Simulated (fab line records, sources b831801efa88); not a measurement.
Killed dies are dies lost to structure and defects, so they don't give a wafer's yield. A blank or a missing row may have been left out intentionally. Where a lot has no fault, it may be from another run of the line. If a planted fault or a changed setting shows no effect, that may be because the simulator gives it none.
Commonality check across tools / flow gf180mcu / 13 lots, 45 wafers sampled

## WHY IT WAS OPENED
At GF_VT_IMPLANT_TW_MEAS_21 the reading VT_IMPLANT_2_TW is flagged on 2 of 13 lots. Fault-free wafers read 1213, with a standard deviation of 4.7.
Rule: a lot is flagged when every wafer of it that has a number lies more than 4 standard deviations from that mean, or none has a number. The rest of the lots are taken to be sound.

lot=L926; measured=day 6 02:17; on=film metro-04; VT_IMPLANT_2_TW, wafer by wafer=1210 1210 1208; flag=
lot=L927; measured=day 6 08:23; on=film metro-02; VT_IMPLANT_2_TW, wafer by wafer=1216 1210 1211; flag=
lot=L928; measured=day 6 15:53; on=film metro-04; VT_IMPLANT_2_TW, wafer by wafer=1210 1214 1207; flag=
lot=L929; measured=day 6 22:41; on=film metro-02; VT_IMPLANT_2_TW, wafer by wafer=1215 1211 1212; flag=
lot=L930; measured=day 7 03:20; on=film metro-01; VT_IMPLANT_2_TW, wafer by wafer=1215 1214 1214; flag=
lot=L932; measured=day 7 21:52; on=film metro-01; VT_IMPLANT_2_TW, wafer by wafer=1219 1212 1214; flag=
lot=L933; measured=day 8 10:53; on=film metro-04; VT_IMPLANT_2_TW, wafer by wafer=1215 1213 1221; flag=
lot=L937; measured=day 9 18:52; on=film metro-04; VT_IMPLANT_2_TW, wafer by wafer=1211 1211 1207; flag=
lot=L938; measured=day 9 19:46; on=film metro-02; VT_IMPLANT_2_TW, wafer by wafer=1283 1290 1284 1287 1282 1292; flag=FLAGGED
lot=L939; measured=day 9 23:52; on=film metro-01; VT_IMPLANT_2_TW, wafer by wafer=1286 1294 1292 1286 1286 1297; flag=FLAGGED
lot=L943; measured=day 10 22:08; on=film metro-04; VT_IMPLANT_2_TW, wafer by wafer=1212 1213 1213; flag=
lot=L946; measured=day 11 10:50; on=film metro-01; VT_IMPLANT_2_TW, wafer by wafer=1212 1211 1215; flag=
lot=L949; measured=day 12 07:35; on=film metro-02; VT_IMPLANT_2_TW, wafer by wafer=1215 1218 1218; flag=
On average the flagged lots' numbers are 1288, which is +75 against the usual, or +16 standard deviations.

## WHICH TOOL RAN EACH LOT
The record keeps 1 process step preceding the reading, out of 602 steps on the route. In each cell: the tool, then ch and the chambers that the sampled wafers went through, then the start.
lot=L926; flag=; GF_VT_IMPLANT_IMPLANT_19=implanter-04 ch 0, day 6 02:02
lot=L927; flag=; GF_VT_IMPLANT_IMPLANT_19=implanter-02 ch 0, day 6 08:08
lot=L928; flag=; GF_VT_IMPLANT_IMPLANT_19=implanter-01 ch 0, day 6 15:40
lot=L929; flag=; GF_VT_IMPLANT_IMPLANT_19=implanter-02 ch 0, day 6 22:26
lot=L930; flag=; GF_VT_IMPLANT_IMPLANT_19=implanter-04 ch 0, day 7 03:07
lot=L932; flag=; GF_VT_IMPLANT_IMPLANT_19=implanter-02 ch 0, day 7 21:37
lot=L933; flag=; GF_VT_IMPLANT_IMPLANT_19=implanter-01 ch 0, day 8 10:40
lot=L937; flag=; GF_VT_IMPLANT_IMPLANT_19=implanter-02 ch 0, day 9 18:37
lot=L938; flag=FLAGGED; GF_VT_IMPLANT_IMPLANT_19=implanter-04 ch 0, day 9 19:31
lot=L939; flag=FLAGGED; GF_VT_IMPLANT_IMPLANT_19=implanter-04 ch 0, day 9 23:37
lot=L943; flag=; GF_VT_IMPLANT_IMPLANT_19=implanter-01 ch 0, day 10 21:53
lot=L946; flag=; GF_VT_IMPLANT_IMPLANT_19=implanter-02 ch 0, day 11 10:35
lot=L949; flag=; GF_VT_IMPLANT_IMPLANT_19=implanter-02 ch 0, day 12 07:22
What the steps here do:
- GF_VT_IMPLANT_IMPLANT_19
- GF_VT_IMPLANT_TW_MEAS_21

## FLAGGED AGAINST TOTAL, ONE TOOL AT A TIME (gauges that did the reading follow at the end)
step=GF_VT_IMPLANT_IMPLANT_19; tool=implanter-01; lots run=3; flagged=0; share of the flagged lots=none; sound lots run after its first flagged lot=-
step=GF_VT_IMPLANT_IMPLANT_19; tool=implanter-02; lots run=6; flagged=0; share of the flagged lots=none; sound lots run after its first flagged lot=-
step=GF_VT_IMPLANT_IMPLANT_19; tool=implanter-04; lots run=4; flagged=2; share of the flagged lots=all; sound lots run after its first flagged lot=0
step=GF_VT_IMPLANT_TW_MEAS_21; tool=film metro-01; lots run=4; flagged=1; share of the flagged lots=some; sound lots run after its first flagged lot=1 (L946)
step=GF_VT_IMPLANT_TW_MEAS_21; tool=film metro-02; lots run=4; flagged=1; share of the flagged lots=some; sound lots run after its first flagged lot=1 (L949)
step=GF_VT_IMPLANT_TW_MEAS_21; tool=film metro-04; lots run=5; flagged=0; share of the flagged lots=none; sound lots run after its first flagged lot=-

## WHAT IS ALLOWED BY THE TABLE
All flagged lots share 1 row of the table, namely implanter-04 at GF_VT_IMPLANT_IMPLANT_19.
- implanter-04 at GF_VT_IMPLANT_IMPLANT_19 ran 4 lots, 2 of them flagged. Last sound lot L930 at day 7 03:07, first flagged lot L938 at day 9 19:31; a fault beginning in between fits. Its own readings lie more than 4 standard deviations out on every wafer of the flagged lots: dose ions cm2, faraday current uA.
Just one tool remains: implanter-04 at GF_VT_IMPLANT_IMPLANT_19.

## WHAT THE SIMULATOR PUT IN
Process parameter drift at GF_VT_IMPLANT_IMPLANT_19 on implanter-04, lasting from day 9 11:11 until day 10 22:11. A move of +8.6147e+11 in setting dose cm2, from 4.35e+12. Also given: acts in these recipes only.
Shown lots that were struck: L938, L939. The same result came from the rule above.
